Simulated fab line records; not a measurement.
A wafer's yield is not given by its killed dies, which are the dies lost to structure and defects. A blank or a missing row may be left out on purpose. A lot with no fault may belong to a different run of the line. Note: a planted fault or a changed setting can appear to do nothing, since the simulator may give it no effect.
Chamber matching -- flow sky130 -- rieDiel-04 running SKY_VIA1_ETCH_15: 4 sister chambers
The step etches SiO2 in C4F8/O2/Ar, stops on TiN, target depth 351 nm, time 54 s. 8 wafers are shown with their chamber, then 11 later ones without.

EACH WAFER AND ITS CHAMBER
wafer,chamber,oesProductAu (a.u.)
L080.1,3,0.980
L080.5,1,0.972
L081.2,1,0.982
L081.6,2,0.984
L084.2,3,0.981
L084.4,2,0.978
L084.6,0,0.978
L087.2,0,0.984

WAFERS WHOSE CHAMBER IS MISSING
wafer,oesProductAu (a.u.)
L087.4,0.986
L087.5,0.981
L089.2,0.973
L089.3,0.984
L089.4,0.980
L094.1,0.971
L094.4,0.985
L094.6,0.978
L096.2,0.974
L096.4,0.982
L096.5,0.981

CHAMBER TAKEN BY EACH
wafer,from the rows above,in truth
L087.4,can't be placed: 0 or 2 or 3 or 1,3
L087.5,can't be placed: 0 or 2 or 3 or 1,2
L089.2,can't be placed: 1 or 3 or 0 or 2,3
L089.3,can't be placed: 0 or 2 or 3 or 1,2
L089.4,can't be placed: 3 or 0 or 2 or 1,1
L094.1,can't be placed: 1 or 3 or 0 or 2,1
L094.4,can't be placed: 0 or 2 or 3 or 1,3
L094.6,can't be placed: 1 or 3 or 0 or 2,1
L096.2,can't be placed: 1 or 3 or 0 or 2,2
L096.4,can't be placed: 0 or 2 or 3 or 1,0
L096.5,can't be placed: 0 or 2 or 3 or 1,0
Placed correctly: 0 of 11. These rows do not allow placing 11 (true chamber among the candidates in 11). 0 placed wrongly.
How it was worked out, from the rows above alone: a wafer's distance from a chamber is the root of the sum, over the readings, of the square of ((its reading less the chamber's mean) divided by the reading's scatter). If the next closest chamber is less than 2 further off than the closest, the wafer can't be placed; otherwise it belongs to the closest. Each chamber's mean is taken over the wafers shown for it. The scatter: the root of (the sum of the squares of (reading less its chamber's mean) over the shown wafers, divided by (wafers less chambers)).
